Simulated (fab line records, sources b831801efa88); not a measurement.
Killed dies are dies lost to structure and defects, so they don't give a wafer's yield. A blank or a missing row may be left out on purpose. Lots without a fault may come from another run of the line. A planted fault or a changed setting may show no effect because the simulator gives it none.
A struck lot beside a sound one | flow sky130 | 15 steps out of a route of 708
Sound: wafers L573.2, L573.4, L573.5. Struck: wafer L582.4. (L582.1, L582.6 of the same lot were not struck and are left out.) The cause comes at the end.
At each step with rows: each side's tool, then ch and its chambers, then its first start. Under that, the readings that differ: sound wafers | struck wafers | difference of the means | sigmas: that difference in standard deviations of wafers without a fault.
alike: readings whose means differ by less than 2 such deviations, and words and numbers that are the same on both sides. not compared: withheld readings, readings that some wafer has no value for, bounds like >300 that may hide the same value, and numbers for which the record gives no deviation and whose values overlap.
The two part at a step that has a row with sigmas, a row that says differs or no value, or rows on one side only. Numbers that don't overlap but have no deviation are shown without sigmas and don't part them. A reading that every wafer of one side lacks parts them only if that side has two wafers or more.

first, 8 steps without rows for these wafers: SKY_FIELD_ISO_DEHYDRATE_05 (time 60 s); SKY_FIELD_ISO_HMDS_06 (prime time 60 s); SKY_FIELD_ISO_COAT_07 (resist thk 60 nm); SKY_FIELD_ISO_COAT_08 (resist thk 450 nm); SKY_FIELD_ISO_SOFTBAKE_09 (time 90 s); SKY_FIELD_ISO_EXPOSE_10 (exposes mask FOM, target cd 150 nm); SKY_FIELD_ISO_PEB_11; SKY_FIELD_ISO_DEVELOP_12 (develop time 60 s).
SKY_FIELD_ISO_CD_MEAS_13: target cd 150 nm.
  sound on cd_sem-02, day 4 09:54; struck on cd_sem-01, day 6 10:20
  alike: cd_nm
SKY_FIELD_ISO_ETCH_14: etches BARC in N2/H2, stops on SiO2, time 46.75 s, target depth 60 nm.
  sound on rie_diel-04 ch 0,3, day 4 10:00; struck on rie_diel-02 ch 0, day 6 10:27
  reading               | sound             | struck | difference | sigmas
  oes_product_au (a.u.) | 0.850 0.860 0.855 | 0.837  | -0.018     | -4
  alike: drypump_motor_current_A, throttle_valve_pct
  not compared: rf_hours_counter_h, run_length_s
SKY_FIELD_ISO_ETCH_15: etches the open film in CHF3/O2, stops on Si, target depth 180 nm, time 72 s.
  sound on rie_diel-04 ch 0,3, day 4 10:02; struck on rie_diel-02 ch 0, day 6 10:29
  reading                | sound             | struck | difference | sigmas
  run_length_s (s)       | 100.0 99.9 99.7   | 100.8  | +0.9       | +2
  throttle_valve_pct (%) | 8.824 8.851 8.832 | 8.859  | +0.023     | +3
  alike: drypump_motor_current_A, oes_product_au
  not compared: rf_hours_counter_h
SKY_FIELD_ISO_STRIP_16: strips in O2/N2.
  sound on plasma_asher-02 ch 0,1, day 4 10:06; struck on plasma_asher-01 ch 1, day 6 10:33
  alike: drypump_motor_current_A, oes_product_au, strip_time_to_endpoint_s
  not compared: rf_hours_counter_h
SKY_FIELD_ISO_ETCH_17: etches Si in HBr/Cl2/O2, target depth 342 nm, time 97.7 s.
  sound on rie_si-01 ch 0,2,3, day 4 10:12; struck on rie_si-01 ch 0, day 6 10:39
  reading                               | sound             | struck | difference | sigmas
  run_length_s (s)                      | 126.7 126.5 126.2 | 122.1  | -4.4       | -13
  model.FIELD_ISO.feature_depth_nm (nm) | 341 337.8 342.6   | 326.6  | -13.9      |
  model.etch.depth_nm (nm)              | 341 337.8 342.6   | 326.6  | -13.9      |
  alike: drypump_motor_current_A, oes_product_au, throttle_valve_pct
  not compared: rf_hours_counter_h
then, 1 step without rows for these wafers: SKY_FIELD_ISO_WET_ETCH_18 (etches Si3N4 in H3PO4, target depth 25 nm, time 286 s).
-- the record jumps here: 44 days lie between the struck wafers' starts before and after (it left off in module FIELD_ISO and takes up again in module PAD_OPEN, whose first step shown is number 708 of the route) --
SKY_PAD_OPEN_PROBE_99:
  sound on prober-02, day 48 11:49; struck on prober-01, day 50 15:49
  reading                          | sound                         | struck    | difference | sigmas
  model.etest.pfet_16v.r_on_ohm_um | 1.489e+04 1.483e+04 1.502e+04 | 1.456e+04 | -3.533e+02 |
  model.etest.field_p.vt_v (V)     | -40.7 -40.09 -41.08           | -37.89    | +2.73      |

WHERE THEY PART
First at SKY_FIELD_ISO_ETCH_14; last, within this record, at SKY_FIELD_ISO_ETCH_17.

WHY: what the simulator had put in
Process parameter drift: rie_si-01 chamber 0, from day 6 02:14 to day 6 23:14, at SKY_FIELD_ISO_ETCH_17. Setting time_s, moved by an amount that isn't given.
